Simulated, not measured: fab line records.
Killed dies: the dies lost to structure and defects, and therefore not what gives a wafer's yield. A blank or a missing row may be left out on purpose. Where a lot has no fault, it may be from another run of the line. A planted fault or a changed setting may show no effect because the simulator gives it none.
Problem report in the 8D (eight disciplines) form, filled by code | flow gf180mcu | the parts of the form that need people (team, actions taken, sign-off) are left out

== 1. THE PROBLEM ==
At GF_TOP_METAL_COAT_09, spin_speed_rpm averages 3037.2 rpm over 6 wafers from 2 lots, while fault-free wafers read 2999.7 rpm, standard deviation 2.5. Relative to the usual mean, that is a shift of +15 standard deviations.
The step: resist thk 1500 nm.
First observed at day 33 00:20: wafer L802.2, on litho_track-03. Wafers with a number at this step in the record: 18, from 6 lots. By rule, "out" or "out of limits" means more than 4 standard deviations away from the usual mean. Any other wafer with a number is counted as sound.

== 2. WHAT IT IS; WHAT IT IS NOT ==
question                    | is                     | is not
which readings at this step | spin_speed_rpm         | dispense_pressure_kPa
which lots                  | L802, L803             | L785, L788, L805, L806
which wafers of those lots  | all that have a number | -
read on which tools         | litho_track-03         | litho_track-02, litho_track-04
when                        | from day 33 00:20      | up to then (6 sound wafers); but 6 sound wafers of L805, L806 came after

== 3. SUSPECTS, AND WHAT RULES EACH OUT ==
Counting: a tool at a process step up to the reading stays a suspect if it ran every lot that is out and no sound lot after the first of them.
- litho_track-03 at GF_TOP_METAL_COAT_09 (resist thk 1500 nm): kept. It processed each lot that is out, first L802 at day 33 00:20, and no sound lot thereafter; up to then, the last sound lot it processed was L785 at day 28 16:26. Its own spin_speed_rpm readings are out on those wafers.
The count leaves litho_track-03 at GF_TOP_METAL_COAT_09.

== 4. THE CAUSE (what the simulator had put in) ==
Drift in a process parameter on litho_track-03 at GF_TOP_METAL_COAT_09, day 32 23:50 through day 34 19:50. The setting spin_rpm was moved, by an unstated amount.
This tool alone remained once counting was done.

== 5. THE CHAIN OF EFFECTS, in route order ==
Each row: a reading where the mean over the struck wafers with a number is more than 3 standard deviations away from the usual. Only readings whose record carries a usual standard deviation are examined. hours: median over the lots of the time between each lot's start at the first step of this table that gives one and its start at this step. sigmas: the change, counted in usual standard deviations.
hours | step                 | reading        | usual      | on struck wafers | change | sigmas
0     | GF_TOP_METAL_COAT_09 | spin_speed_rpm | 2999.7 rpm | 3037.2           | +37.6  | +15
Process steps it contains:
- GF_TOP_METAL_COAT_09: resist thk 1500 nm.
Later steps that measure or inspect, where all struck wafers having a row at the step show a number for every such reading and not one has moved that far: GF_TOP_METAL_CD_MEAS_14.

== 6. WHAT WOULD HAVE CAUGHT IT SOONER ==
In this record no reading fell out of limits until day 33 00:20, 0 hours after the fault had begun at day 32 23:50.
